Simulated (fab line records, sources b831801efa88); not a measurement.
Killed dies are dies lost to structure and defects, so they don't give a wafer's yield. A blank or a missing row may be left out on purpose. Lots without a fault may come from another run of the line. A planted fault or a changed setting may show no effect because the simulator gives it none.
Chamber matching | flow sky130 | SKY_LI_CONTACT_CMP_24 on cmp-02: 4 sister chambers
The step polishes, stops on PSG, t overpolish 20 s, target thk 0 nm. 8 wafers are shown with their chamber, then 8 later ones without.

WAFERS WITH THEIR CHAMBER
wafer  | chamber | time_to_endpoint_s (s) | motor_current_A (A)
L931.3 | 1       | 96                     | 10.6
L931.4 | 0       | 95                     | 11.3
L935.4 | 0       | 93                     | 10.5
L935.5 | 2       | 89                     | 11.3
L934.1 | 2       | 88                     | 11.9
L934.3 | 1       | 101                    | 11.5
L934.4 | 3       | 91                     | 10.6
L941.1 | 3       | 94                     | 10.9

WAFERS WITHOUT THEIR CHAMBER
wafer  | time_to_endpoint_s (s) | motor_current_A (A)
L941.2 | 100                    | 10.9
L941.4 | 86                     | 12.2
L946.1 | 96                     | 11.2
L946.3 | 105                    | 11.6
L946.4 | 90                     | 11.3
L945.1 | 89                     | 12.3
L945.2 | 97                     | 11.0
L945.4 | 99                     | 10.6

WHICH CHAMBER EACH WENT THROUGH
wafer  | from the rows above          | in truth
L941.2 | can't be placed: 1 or 0      | 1
L941.4 | 2                            | 2
L946.1 | can't be placed: 0 or 1 or 3 | 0
L946.3 | 1                            | 1
L946.4 | can't be placed: 2 or 3 or 0 | 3
L945.1 | 2                            | 2
L945.2 | can't be placed: 1 or 0 or 3 | 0
L945.4 | can't be placed: 1 or 0      | 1
Placed correctly: 3 of 8. Can't be placed from these rows: 5 (the true chamber is among the candidates in 5). Placed wrongly: 0.
How it was worked out, from the rows above alone: a wafer's distance from a chamber is the root of the sum, over the readings, of the square of ((its reading less the chamber's mean) divided by the reading's scatter). The wafer belongs to the nearest chamber; if the next one is less than 2 further off, it can't be placed. A chamber's mean is the mean of its shown wafers. The scatter: the root of (the sum of the squares of (reading less its chamber's mean) over the shown wafers, divided by (wafers less chambers)).
